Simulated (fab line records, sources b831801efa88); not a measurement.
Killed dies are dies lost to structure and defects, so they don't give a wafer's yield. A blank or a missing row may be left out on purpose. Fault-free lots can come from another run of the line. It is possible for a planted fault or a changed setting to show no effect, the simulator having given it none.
Which tool is to blame?	flow gf180mcu	18 wafers from 6 lots sampled at 3 of the route's 602 steps

== WHAT THE GAUGES SHOWED, per wafer ==
GF_POLY_GATE_THK_MEAS_01.
lot	measured	on	POLY_GATE_CVD_00_THK (nm)
L846	day 9 03:35	filmMetro-01	200.4 201.1 199.3
L849	day 9 18:22	filmMetro-01	199.0 201.0 201.0
L851	day 10 13:53	filmMetro-01	197.3 197.7 195.6
L855	day 11 14:25	filmMetro-04	201.2 201.6 200.8
L858	day 12 14:22	filmMetro-01	200.6 199.2 199.6
L861	day 13 10:58	filmMetro-03	233.1 237.0 240.0

== EACH LOT AND THE TOOL THAT RAN IT (in order: tool; ch and the chambers of the sampled wafers; start) ==
lot	GF_VT_IMPLANT_RTA_45	GF_POLY_GATE_CVD_00
L846	rtpAnneal-01 ch 0, day 8 03:37	lpcvd-01 ch 0, day 9 02:15
L849	rtpAnneal-01 ch 0, day 8 20:57	lpcvd-01 ch 0, day 9 17:01
L851	rtpAnneal-02 ch 0, day 9 14:38	lpcvd-01 ch 1, day 10 12:34
L855	rtpAnneal-01 ch 0, day 10 14:20	lpcvd-01 ch 1, day 11 13:05
L858	rtpAnneal-01 ch 0, day 11 13:01	lpcvd-02 ch 0, day 12 12:21
L861	rtpAnneal-02 ch 0, day 12 06:53	lpcvd-02 ch 0, day 13 09:38
- GF_VT_IMPLANT_RTA_45: time 30 s.
- GF_POLY_GATE_CVD_00: deposits poly-Si, target thk 200 nm, time 1200 s.

== THE ANSWER, worked out from the rows above alone ==
Rule: usual is defined by the lots themselves. The widest of any qualifying gaps counts: lots, ordered by their means at a reading, are off when they make up no more than a third of the lots, leave a main group of 4 or more, and stand apart from it by 3 or more times the standard deviation of that group's means. The tables above print the reading to a certain number of digits; a main group whose means all agree to those digits is not used. A lot without any number at a reading at which 4 lots or more have one is off too. The other lots that the step has rows for count as sound.
Off: L861, seen at GF_POLY_GATE_THK_MEAS_01 (POLY_GATE_CVD_00_THK). Main group: mean 199.7 nm, sd 1.5.
If a tool, at a process step before that reading, ran all the lots that are off and no sound lot after the first of them, it fits. Those tools and the gauges at GF_POLY_GATE_THK_MEAS_01 are tried in the same way. Can't be told from this: 3 tools fit, rtpAnneal-02 at GF_VT_IMPLANT_RTA_45, lpcvd-02 at GF_POLY_GATE_CVD_00, filmMetro-03 at GF_POLY_GATE_THK_MEAS_01.

== WHAT THE SIMULATOR PUT IN ==
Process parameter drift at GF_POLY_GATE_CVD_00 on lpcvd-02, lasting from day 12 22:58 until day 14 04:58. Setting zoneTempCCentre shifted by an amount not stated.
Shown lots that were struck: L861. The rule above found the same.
